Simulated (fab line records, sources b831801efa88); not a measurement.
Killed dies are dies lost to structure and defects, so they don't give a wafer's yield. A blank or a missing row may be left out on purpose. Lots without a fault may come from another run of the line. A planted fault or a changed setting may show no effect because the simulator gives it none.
Which tool did it? | flow gf180mcu | 11 lots, 33 wafers sampled, at 8 steps of a route of 602

WHAT THE GAUGES READ, wafer by wafer
GF_NWELL_TW_MEAS_11.
lot  | measured    | on            | NWELL_TW
L582 | day 3 07:26 | film_metro-02 | 1595 1595 1588
L583 | day 3 14:17 | film_metro-04 | 1557 1561 1572
L584 | day 3 19:47 | film_metro-02 | 1597 1599 1594
L587 | day 4 09:56 | film_metro-01 | 1551 1550 1537
L590 | day 5 03:59 | film_metro-02 | 1612 1603 1608
L592 | day 5 13:29 | film_metro-01 | 1894 1895 1896
L593 | day 5 18:26 | film_metro-02 | 1964 1970 1984
L597 | day 6 19:32 | film_metro-01 | 1542 1538 1533
L599 | day 7 06:31 | film_metro-02 | 1595 1586 1598
L604 | day 8 10:47 | film_metro-04 | 1561 1564 1569
L605 | day 8 14:41 | film_metro-02 | 1600 1584 1593

GF_LVPWELL_TW_MEAS_11.
lot  | measured    | on            | LVPWELL_TW
L582 | day 3 20:44 | film_metro-01 | 548 549 542
L583 | day 4 03:12 | film_metro-02 | 571 569 568
L584 | day 4 08:56 | film_metro-01 | 551 548 549
L587 | day 4 23:55 | film_metro-04 | 549 551 551
L590 | day 5 18:47 | film_metro-02 | 570 570 573
L592 | day 6 04:22 | film_metro-01 | 1506 1500 1501
L593 | day 6 09:11 | film_metro-01 | 1495 1495 1499
L597 | day 7 11:32 | film_metro-04 | 555 557 557
L599 | day 7 22:59 | film_metro-04 | 559 556 556
L604 | day 9 03:47 | film_metro-02 | 573 571 575
L605 | day 9 08:01 | film_metro-04 | 558 555 559

GF_MVSD_TW_MEAS_11.
lot  | measured     | on            | MVSD_TW
L582 | day 4 10:17  | film_metro-04 | 1559 1553 1556
L583 | day 4 17:41  | film_metro-01 | 1551 1552 1558
L584 | day 4 23:13  | film_metro-04 | 1558 1560 1560
L587 | day 5 14:26  | film_metro-04 | 1579 1567 1558
L590 | day 6 09:28  | film_metro-04 | 1571 1584 1564
L592 | day 6 20:29  | film_metro-02 | 1964 1965 1964
L593 | day 7 00:05  | film_metro-04 | 1937 1919 1921
L597 | day 8 04:02  | film_metro-01 | 1548 1539 1547
L599 | day 8 15:49  | film_metro-04 | 1573 1574 1576
L604 | day 9 21:50  | film_metro-02 | 1616 1618 1606
L605 | day 10 01:29 | film_metro-02 | 1613 1624 1605

GF_VT_IMPLANT_OVL_MEAS_07.
lot  | measured     | on         | VT_IMPLANT_OVL (nm)
L582 | day 5 14:18  | overlay-02 | -2.2 -1.0 -1.3
L583 | day 5 21:30  | overlay-02 | -0.8 -2.6 0.4
L584 | day 6 03:57  | overlay-02 | -2.9 -1.2 -3.4
L587 | day 6 19:42  | overlay-01 | -1.4 0.7 0.3
L590 | day 7 16:54  | overlay-01 | -0.5 -1.5 0.4
L592 | day 8 04:12  | overlay-02 | -3.1 -2.0 -1.7
L593 | day 8 07:51  | overlay-02 | -0.7 -1.0 -0.8
L597 | day 9 13:39  | overlay-01 | -1.2 -0.2 0.0
L599 | day 10 02:13 | overlay-01 | 0.8 2.3 1.5
L604 | day 11 09:45 | overlay-01 | -1.3 -2.0 -2.0
L605 | day 11 14:03 | overlay-02 | -2.0 0.3 -0.8

GF_VT_IMPLANT_RS_MEAS_48: measures by four-point-probe.
lot  | measured     | on            | LVPWELL_RS (ohm/sq)
L582 | day 7 12:05  | film_metro-04 | 1198 1200 1198
L583 | day 7 21:13  | film_metro-01 | 1196 1195 1196
L584 | day 8 03:59  | film_metro-02 | 1203 1201 1201
L587 | day 8 20:35  | film_metro-01 | 1199 1201 1204
L590 | day 9 20:34  | film_metro-01 | 1195 1192 1197
L592 | day 10 09:32 | film_metro-01 | 1198 1197 1199
L593 | day 10 12:35 | film_metro-02 | 1198 1201 1198
L597 | day 11 21:38 | film_metro-02 | 1197 1204 1197
L599 | day 12 10:34 | film_metro-04 | 1203 1201 1202
L604 | day 13 21:17 | film_metro-01 | 1198 1196 1196
L605 | day 14 03:23 | film_metro-02 | 1196 1200 1198

WHICH TOOL RAN EACH LOT (tool, then ch and the chambers of the sampled wafers, then the start)
lot  | GF_DNWELL_COAT_02                | GF_DNWELL_STRIP_08                  | GF_VT_IMPLANT_STRIP_20
L582 | litho_track-04 ch 0, day 2 12:29 | plasma_asher-04 ch 0,1, day 2 18:40 | plasma_asher-01 ch 0,1, day 6 04:56
L583 | litho_track-03 ch 0, day 2 18:13 | plasma_asher-04 ch 0,1, day 3 00:35 | plasma_asher-04 ch 0,1, day 6 12:35
L584 | litho_track-01 ch 0, day 2 23:25 | plasma_asher-02 ch 0,1, day 3 05:52 | plasma_asher-04 ch 0,1, day 6 19:35
L587 | litho_track-04 ch 0, day 3 13:38 | plasma_asher-01 ch 0,1, day 3 19:59 | plasma_asher-01 ch 0,1, day 7 11:35
L590 | litho_track-03 ch 0, day 4 06:51 | plasma_asher-02 ch 0,1, day 4 13:54 | plasma_asher-03 ch 0,1, day 8 09:13
L592 | litho_track-04 ch 0, day 4 15:50 | plasma_asher-02 ch 1, day 4 22:45   | plasma_asher-03 ch 0, day 8 21:25
L593 | litho_track-04 ch 0, day 4 20:17 | plasma_asher-02 ch 0,1, day 5 03:38 | plasma_asher-03 ch 0,1, day 9 00:56
L597 | litho_track-01 ch 0, day 5 19:36 | plasma_asher-04 ch 0, day 6 03:30   | plasma_asher-04 ch 0,1, day 10 07:23
L599 | litho_track-03 ch 0, day 6 07:06 | plasma_asher-01 ch 0,1, day 6 14:41 | plasma_asher-01 ch 0,1, day 10 20:37
L604 | litho_track-01 ch 0, day 7 10:03 | plasma_asher-01 ch 0,1, day 7 18:05 | plasma_asher-01 ch 0,1, day 12 05:05
L605 | litho_track-01 ch 0, day 7 13:30 | plasma_asher-02 ch 0,1, day 7 21:45 | plasma_asher-01 ch 0,1, day 12 09:56
- GF_DNWELL_COAT_02: resist thk 3000 nm.
- GF_DNWELL_STRIP_08: strips in O2/N2.
- GF_VT_IMPLANT_STRIP_20: strips in O2/N2.

WHAT THE TOOLS THEMSELVES READ (means of the sampled wafers that have a number; where no wafer has one, the mark that the record gives instead)
GF_DNWELL_COAT_02.
lot  | tool           | chill_plate_temp_C (C) | resist_line_temp_C (C)
L582 | litho_track-04 | 23.02                  | 23.04
L583 | litho_track-03 | 23.06                  | 23.13
L584 | litho_track-01 | 22.88                  | 22.90
L587 | litho_track-04 | 23.05                  | 22.87
L590 | litho_track-03 | 23.04                  | 23.03
L592 | litho_track-04 | 23.00                  | 23.07
L593 | litho_track-04 | 22.96                  | 23.00
L597 | litho_track-01 | 22.99                  | 22.99
L599 | litho_track-03 | 23.12                  | 22.92
L604 | litho_track-01 | 23.07                  | 22.92
L605 | litho_track-01 | 22.98                  | 22.91

GF_DNWELL_STRIP_08.
lot  | tool            | drypump_motor_current_A (A) | heater_power_w (W) | oes_product_au (a.u.) | strip_time_to_endpoint_s (s)
L582 | plasma_asher-04 | 5.2                         | 323                | 0.726                 | 36.99
L583 | plasma_asher-04 | 5.2                         | 317                | 0.717                 | 36.86
L584 | plasma_asher-02 | 6.1                         | 318                | 0.718                 | 37.01
L587 | plasma_asher-01 | 5.3                         | 321                | 0.720                 | 37.08
L590 | plasma_asher-02 | 6.2                         | 305                | 0.721                 | 36.98
L592 | plasma_asher-02 | 5.9                         | 328                | 0.719                 | 16.72
L593 | plasma_asher-02 | 6.2                         | 310                | 0.720                 | 16.82
L597 | plasma_asher-04 | 4.9                         | 338                | 0.724                 | 37.07
L599 | plasma_asher-01 | 5.3                         | 321                | 0.719                 | 36.89
L604 | plasma_asher-01 | 5.2                         | 322                | 0.721                 | 37.06
L605 | plasma_asher-02 | 6.2                         | 307                | 0.724                 | 36.86

GF_VT_IMPLANT_STRIP_20.
lot  | tool            | drypump_motor_current_A (A) | heater_power_w (W) | oes_product_au (a.u.) | strip_time_to_endpoint_s (s)
L582 | plasma_asher-01 | 5.0                         | 336                | 0.715                 | 12.63
L583 | plasma_asher-04 | 5.1                         | 330                | 0.715                 | 12.65
L584 | plasma_asher-04 | 5.2                         | 319                | 0.717                 | 12.65
L587 | plasma_asher-01 | 5.3                         | 322                | 0.719                 | 12.64
L590 | plasma_asher-03 | 6.1                         | 328                | 0.715                 | 12.70
L592 | plasma_asher-03 | 6.4                         | 399                | 0.720                 | 12.63
L593 | plasma_asher-03 | 6.3                         | 364                | 0.719                 | 12.63
L597 | plasma_asher-04 | 5.1                         | 329                | 0.716                 | 12.65
L599 | plasma_asher-01 | 5.3                         | 323                | 0.717                 | 12.64
L604 | plasma_asher-01 | 5.3                         | 324                | 0.716                 | 12.63
L605 | plasma_asher-01 | 5.3                         | 319                | 0.718                 | 12.59

THE ANSWER, worked out from the rows above alone
Rule: what is usual is taken from the lots themselves. Put in order of their means at a reading, lots are off if they are a third of the lots or fewer, leave a main group of 4 or more, and stand apart from it by a gap of 3 or more times the standard deviation of the main group's means; of several such gaps the widest counts. A main group whose means are all the same, to the digits that the tables above print for the reading, isn't used. A lot without any number at a reading at which 4 lots or more have one is off too. The other lots that the step has rows for count as sound. The gauges are gone through in route order, then the tools' own readings, and for those a lot's mean is taken as printed above. The first step at which some lot is off is used, and at that step the reading that is off furthest; a lot without a number counts as furthest.
Off: L592, L593, at GF_NWELL_TW_MEAS_11 (NWELL_TW). The main group: mean 1577, standard deviation 23.
A tool fits if, at a process step before that reading, it ran every lot that is off, and no sound lot after the first of them. The gauges at GF_NWELL_TW_MEAS_11 aren't tried: what is off there is off at GF_DNWELL_STRIP_08 too, on other tools, and a gauge's error can't cause that. One fits: litho_track-04 at GF_DNWELL_COAT_02. Its last sound lot is L587 (day 3 13:38), its first lot that is off L592 (day 4 15:50): a fault that began between those two fits.

WHAT THE SIMULATOR HAD PUT IN
Process parameter drift: litho_track-04, from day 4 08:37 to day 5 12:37, at GF_DNWELL_COAT_02. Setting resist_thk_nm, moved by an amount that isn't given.
Lots struck among those shown: L592, L593. The rule above found the same.
